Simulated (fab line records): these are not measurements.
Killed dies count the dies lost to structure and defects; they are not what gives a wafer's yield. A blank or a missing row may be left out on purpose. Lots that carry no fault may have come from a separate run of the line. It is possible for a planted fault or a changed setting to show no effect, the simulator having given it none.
fab line records	flow gf180mcu
record lots=7	wafers=21	last-day=34
route steps=602 shown V1@345
lots that met no fault: from a run of the same line without faults
start-h: hours from the record's first day to the start of the lot's first wafer shown	wait-h: time in hours since the lot's previous step	" as in the row above	L1.1+2: a row that stands for several wafers	- either no value or no given start	* or withheld: withheld	< > ~ a bound
route shown NAME@n: NAME is a module with steps in the file, n the number in the route of the first one	usual: mean and standard deviation over wafers with no fault	same: alike in all rows	chamber/n: place in a boat	sites: each site's reading	_std_site: the standard deviation of these	_edge_site: inner sites' mean taken away from outer sites' mean	radius-mm: how far each site lies from the wafer's centre	mask NAME#n: copy n	behind: the tool/chamber that last shaped the wafer	hold: reason for holding the lot/hours on hold/outcome of the hold	device: names the non-switching transistor (n, p or np)	end of line: the route-end tests of the same wafers	where a step has no rows: the recipe by itself	killed: count of dies lost to structure and defects at first sort (not the wafer's yield)	map: a wafer's dies, marking killed ones x, the rest . and places with no die _
set.NAME: setting as actually run; set.NAME@STEP: the setting as run at that earlier step	model.NAME: the simulator's own value behind a step, which no gauge read
a table for each step, a row for each wafer; lots at some steps of the route
services: when a tool's chamber went out of use (start-h, in hours from the record's first day, below 0 if earlier), for how many hours, and the reason
## steps
# step GF_V1_SOFTBAKE_10
# recipe temp-c=130	time-s=60	resist=KrF
# step GF_V1_EXPOSE_11
# recipe mask-id=Via1	target-cd-nm=260	na=0.68	source-shape=conventional	sigma-outer=0.6	dose-mj=38
# step GF_V1_PEB_12
# recipe peb-temp-c=135	peb-time-s=90	resist=KrF
# step GF_V1_DEVELOP_13
# recipe develop-time-s=60	resist=KrF	dev-temp-c=21
# step GF_V1_CD_MEAS_14
# recipe target-cd-nm=260
# usual cd-nm=259.8/1.5
lot.wafer	tool	chamber	start-h	wait-h	cd-nm
L210.1	cd-sem-02	-	467.78	0.1	260.3
L210.5	"	-	"	"	259.1
L210.6	"	-	"	"	259.1
L216.2	cd-sem-01	-	524.13	0.1	256.7
L216.4	"	-	"	"	258.1
L216.5	"	-	"	"	257.9
L219.1	cd-sem-02	-	543.17	0.1	258.4
L219.4	"	-	"	"	259.5
L219.6	"	-	"	"	259.7
L220.2	cd-sem-01	-	554.10	0.1	260.8
L220.3	"	-	"	"	261.9
L220.5	"	-	"	"	259.1
L221.2	cd-sem-01	-	562.14	0.1	261.0
L221.3	"	-	"	"	260.5
L221.5	"	-	"	"	261.7
L224.3	cd-sem-01	-	584.91	0.1	259.0
L224.4	"	-	"	"	259.6
L224.6	"	-	"	"	259.1
L227.1	cd-sem-02	-	610.03	0.1	260.7
L227.3	"	-	"	"	260.5
L227.6	"	-	"	"	261.0
# step GF_V1_OVL_MEAS_15
# usual V1_OVL=-2/5.8
lot.wafer	tool	chamber	start-h	wait-h	V1_OVL[nm]
L210.1	overlay-01	-	467.90	0.1	0
L210.5	"	-	"	"	2
L210.6	"	-	"	"	0
L216.2	overlay-02	-	524.23	0.1	0
L216.4	"	-	"	"	2
L216.5	"	-	"	"	8
L219.1	overlay-01	-	543.29	0.1	5
L219.4	"	-	"	"	3
L219.6	"	-	"	"	-3
L220.2	overlay-02	-	554.21	0.1	2
L220.3	"	-	"	"	5
L220.5	"	-	"	"	3
L221.2	overlay-02	-	562.24	0.1	-7
L221.3	"	-	"	"	-5
L221.5	"	-	"	"	-6
L224.3	overlay-01	-	585.00	0.1	-5
L224.4	"	-	"	"	-7
L224.6	"	-	"	"	4
L227.1	overlay-01	-	610.15	0.1	13
L227.3	"	-	"	"	6
L227.6	"	-	"	"	-3
# step GF_V1_ETCH_16
# recipe chemistry=N2/H2	target-depth-a=withheld	overetch-a=withheld	time-s=withheld	target=BARC	ion-energy-ev=200	source-w=500	bias-w=100	pressure-mtorr=30	n2-flow-sccm=100	h2-flow-sccm=200
# usual drypump-motor-current-A=5.9/0.51	oes-product-au=0.853/0.0049	throttle-valve-pct=13.225/0.0089
lot.wafer	tool	chamber	start-h	wait-h	drypump-motor-current-A	oes-product-au	throttle-valve-pct
L210.1	rie-diel-01	2	467.94	0.0	6.5	0.849	13.225
L210.5	"	3	"	"	5.2	0.856	13.248
L210.6	"	0	"	"	5.4	0.847	13.218
L216.2	rie-diel-04	0	524.26	0.0	6.1	0.848	13.219
L216.4	"	1	"	"	5.0	0.852	13.218
L216.5	"	1	"	"	5.0	0.850	13.222
L219.1	rie-diel-01	1	543.32	0.0	5.2	0.861	13.234
L219.4	"	2	"	"	6.5	0.849	13.231
L219.6	"	1	"	"	5.2	0.855	13.211
L220.2	rie-diel-03	1	554.24	0.0	6.5	0.848	13.217
L220.3	"	2	"	"	6.4	0.862	13.231
L220.5	"	3	"	"	5.6	0.853	13.219
L221.2	rie-diel-03	0	562.27	0.0	5.8	0.845	13.234
L221.3	"	1	"	"	6.5	0.850	13.225
L221.5	"	2	"	"	6.4	0.855	13.237
L224.3	rie-diel-03	3	585.02	0.0	5.5	0.848	13.224
L224.4	"	0	"	"	5.9	0.843	13.211
L224.6	"	3	"	"	5.6	0.856	13.211
L227.1	rie-diel-04	3	610.19	0.0	6.3	0.853	13.234
L227.3	"	0	"	"	6.1	0.857	13.219
L227.6	"	1	"	"	5.0	0.856	13.227
# step GF_V1_ETCH_17
# recipe chemistry=C4F8/O2/Ar	mask-material=KrF	target=SiO2	stop-on=TiN	source-w=1500	bias-w=1200	pressure-mtorr=40	c4f8-flow-sccm=withheld	O2_flow_sccm=6	Ar_flow_sccm=300	time-s=withheld	target-depth-a=6300
# usual oes-product-au=0.856/0.0048
lot.wafer	tool	chamber	start-h	wait-h	oes-product-au
L210.1	rie-diel-01	2	-	-	0.852
L210.5	"	3	"	"	0.856
L210.6	"	0	"	"	0.854
L216.2	rie-diel-04	0	-	-	0.859
L216.4	"	1	"	"	0.863
L216.5	"	1	"	"	0.846
L219.1	rie-diel-01	1	-	-	0.853
L219.4	"	2	"	"	0.851
L219.6	"	1	"	"	0.862
L220.2	rie-diel-03	1	-	-	0.857
L220.3	"	2	"	"	0.861
L220.5	"	3	"	"	0.855
L221.2	rie-diel-03	0	-	-	0.849
L221.3	"	1	"	"	0.853
L221.5	"	2	"	"	0.855
L224.3	rie-diel-03	3	-	-	0.851
L224.4	"	0	"	"	0.854
L224.6	"	3	"	"	0.862
L227.1	rie-diel-04	3	-	-	0.861
L227.3	"	0	"	"	0.846
L227.6	"	1	"	"	0.856
# step GF_V1_STRIP_18
# recipe chemistry=O2/N2	power-w=1400	pressure-mtorr=1500	platen-temp-c=250	o2-flow-sccm=3000	n2-flow-sccm=300	overash-fraction=0.5
# usual drypump-motor-current-A=6.19/0.26	heater-power-w=334/26	oes-product-au=0.593/0.0049
lot.wafer	tool	chamber	start-h	wait-h	drypump-motor-current-A	heater-power-w	oes-product-au	rf-hours-counter-h
L210.1	plasma-asher-02	0	468.07	-	6.34	331	0.583	85
L210.5	"	1	"	"	6.16	337	0.595	-
L210.6	"	0	"	"	6.33	344	0.587	-
L216.2	plasma-asher-04	1	524.39	-	6.44	337	0.600	44
L216.4	"	0	"	"	6.00	298	0.590	-
L216.5	"	0	"	"	6.06	291	0.592	-
L219.1	plasma-asher-02	1	543.45	-	6.22	331	0.595	92
L219.4	"	1	"	"	6.22	326	0.596	-
L219.6	"	1	"	"	6.21	335	0.595	-
L220.2	plasma-asher-02	0	554.37	-	6.37	334	0.593	94
L220.3	"	1	"	"	6.17	335	0.588	-
L220.5	"	1	"	"	6.19	337	0.597	-
L221.2	plasma-asher-03	0	562.40	-	5.43	376	0.592	69
L221.3	"	0	"	"	5.45	377	0.595	-
L221.5	"	0	"	"	5.43	377	0.601	-
L224.3	plasma-asher-04	1	585.19	-	6.45	337	0.595	-
L224.4	"	0	"	"	6.08	295	0.589	-
L224.6	"	0	"	"	6.05	295	0.601	-
L227.1	plasma-asher-04	0	610.32	-	6.05	297	0.593	52
L227.3	"	1	"	"	6.47	334	0.589	-
L227.6	"	1	"	"	6.48	340	0.592	-
# step GF_V1_STRIP_19
# recipe chemistry=post-etch-residue-remover	time-s=1200	temp-c=72.5
# step GF_V1_CLEAN_20
# recipe chemistry=DIW	dry=n2-spin
# step GF_V1_SPUTTER_21
# recipe material=Ti	target-thk-nm=15	chamber-pressure-pa=5	power-w=2500	substrate-temp-c=200	time-s=80.02
# usual cathode-dc-power-W=2500.0/0.46	chamber-pressure-pa=5.000/0.011	throttle-valve-pct=29.9/1.3
# same time-s=80.02
lot.wafer	tool	chamber	start-h	wait-h	cathode-dc-power-W	chamber-pressure-pa	throttle-valve-pct
L210.1	pvd-sputter-01	-	468.71	0.0	2499.8	4.993	29.6
L210.5	"	-	"	"	2499.9	5.011	29.5
L210.6	"	-	"	"	2500.0	4.986	32.1
L216.2	pvd-sputter-02	-	524.96	0.0	2499.7	4.999	30.2
L216.4	"	-	"	"	2500.3	5.006	31.4
L216.5	"	-	"	"	2500.0	4.992	30.3
L219.1	pvd-sputter-03	-	543.99	0.0	2500.6	4.991	32.0
L219.4	"	-	"	"	2499.7	5.002	29.0
L219.6	"	-	"	"	2500.2	4.997	29.0
L220.2	pvd-sputter-02	-	554.93	0.0	2500.0	4.995	29.1
L220.3	"	-	"	"	2499.8	4.989	30.2
L220.5	"	-	"	"	2499.7	5.012	30.1
L221.2	pvd-sputter-03	-	562.97	0.0	2499.0	4.997	31.7
L221.3	"	-	"	"	2500.5	5.001	29.0
L221.5	"	-	"	"	2499.3	5.008	28.8
L224.3	pvd-sputter-01	-	585.69	0.0	2499.5	4.995	28.4
L224.4	"	-	"	"	2500.2	5.004	29.3
L224.6	"	-	"	"	2500.4	5.009	32.0
L227.1	pvd-sputter-01	-	610.85	0.0	2500.3	4.982	28.5
L227.3	"	-	"	"	2500.2	4.992	32.0
L227.6	"	-	"	"	2500.0	4.983	28.5
# step GF_V1_SPUTTER_22
# recipe material=TiN	target-thk-nm=10	chamber-pressure-pa=5	power-w=4000	time-s=40
# usual cathode-dc-power-W=4000.1/0.77	chamber-pressure-pa=4.999/0.01	throttle-valve-pct=29.9/1.3	time-s=40/0
lot.wafer	tool	chamber	start-h	wait-h	cathode-dc-power-W	chamber-pressure-pa	throttle-valve-pct	time-s
L210.1	pvd-sputter-01	-	468.77	0.0	4000.9	4.979	29.6	40
L210.5	"	-	"	"	4000.7	4.988	29.3	40
L210.6	"	-	"	"	3998.7	4.994	32.2	40
L216.2	pvd-sputter-02	-	525.02	0.0	4000.1	4.999	30.3	40
L216.4	"	-	"	"	3998.6	5.003	31.4	40
L216.5	"	-	"	"	3999.3	4.990	30.2	40
L219.1	pvd-sputter-03	-	544.05	0.0	-	-	-	-
L219.4	"	-	"	"	-	-	-	-
L219.6	"	-	"	"	-	-	-	-
L220.2	pvd-sputter-02	-	554.99	0.0	-	-	-	-
L220.3	"	-	"	"	-	-	-	-
L220.5	"	-	"	"	-	-	-	-
L221.2	pvd-sputter-03	-	563.03	0.0	-	-	-	-
L221.3	"	-	"	"	-	-	-	-
L221.5	"	-	"	"	-	-	-	-
L224.3	pvd-sputter-01	-	585.75	0.0	3999.2	4.990	28.4	40
L224.4	"	-	"	"	3999.6	4.999	29.3	40
L224.6	"	-	"	"	4000.0	4.991	32.0	40
L227.1	pvd-sputter-01	-	610.91	0.0	3999.9	5.019	28.5	40
L227.3	"	-	"	"	4000.4	4.998	31.9	40
L227.6	"	-	"	"	4000.9	5.013	28.5	40
# step GF_V1_CVD_23
# recipe material=W	target-thk-nm=350	time-s=105.05	temp-c=400	pressure-torr=40
# usual heater-power-outer-w=571/93	heater-power-w=914/140
# same time-s=105.05
lot.wafer	tool	chamber	start-h	wait-h	heater-power-outer-w	heater-power-w
L210.1	cvd-w-01	1	468.81	0.0	589	972
L210.5	"	1	"	"	578	982
L210.6	"	0	"	"	517	832
L216.2	cvd-w-02	0	525.06	0.0	691	1067
L216.4	"	0	"	"	656	1087
L216.5	"	0	"	"	680	1051
L219.1	cvd-w-01	0	544.09	0.0	519	805
L219.4	"	1	"	"	605	957
L219.6	"	1	"	"	585	938
L220.2	cvd-w-01	0	555.03	0.0	525	808
L220.3	"	1	"	"	575	936
L220.5	"	0	"	"	526	831
L221.2	cvd-w-02	1	563.07	0.0	430	721
L221.3	"	0	"	"	684	1065
L221.5	"	0	"	"	668	1074
L224.3	cvd-w-01	1	585.82	0.1	601	974
L224.4	"	0	"	"	516	846
L224.6	"	1	"	"	588	952
L227.1	cvd-w-02	1	610.95	0.0	443	725
L227.3	"	1	"	"	435	730
L227.6	"	1	"	"	440	720
## services
tool	chamber	start-h	hours	kind
plasma-asher-02	-	456.12	2.5	repair
rie-diel-04	2	461.07	-	clean
rie-diel-04	2	461.07	21.3	scheduled-down
rie-diel-04	2	461.07	21.3	vent-cycle
cvd-w-01	-	463.80	2.8	pm
rie-diel-03	2	476.10	-	clean
rie-diel-03	2	476.10	25.8	scheduled-down
rie-diel-03	2	476.10	25.8	vent-cycle
plasma-asher-02	-	478.82	2.8	pm
cvd-w-01	-	503.82	4.3	pm
pvd-sputter-03	-	510.18	4.8	repair
pvd-sputter-03	-	510.98	2.2	repair
rie-diel-03	1	513.53	6.3	repair
rie-diel-01	-	522.95	2.8	pm
rie-diel-04	1	525.92	2.5	repair
rie-diel-04	1	531.04	4.5	repair
cvd-w-01	0	544.66	5.3	repair
plasma-asher-04	-	547.54	18.9	repair
cvd-w-01	-	557.56	1.3	repair
pvd-sputter-03	-	596.07	11.2	repair
rie-diel-01	0	600.34	3.9	repair
## key
first-sign step=GF_V1_SPUTTER_22	reading=tool-record	direction=missing
effect none on later readings
met-at GF_V1_SPUTTER_22
struck-wafers L219.1,L219.4,L219.6,L220.2,L220.3,L220.5,L221.2,L221.3,L221.5
later-rows-left-out L219.1,L219.4,L219.6,L220.2,L220.3,L220.5,L221.2,L221.3,L221.5
sort-left-out L219.1,L219.4,L219.6,L220.2,L220.3,L220.5,L221.2,L221.3,L221.5
onset-between 525.02 544.05
fault kind=skipped-step-whole	tool=pvd-sputter-02,pvd-sputter-03	chamber=-	onset-h=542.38	steps=GF_V1_SPUTTER_22	scope=struck-lots-only
# sort-left-out: the simulated sort isn't trusted on such a fault, so these wafers' sort isn't shown, and their yield isn't known
# later-rows-left-out: the simulator's readings of these wafers behind a module that went badly wrong aren't trusted and aren't shown, but for the sort
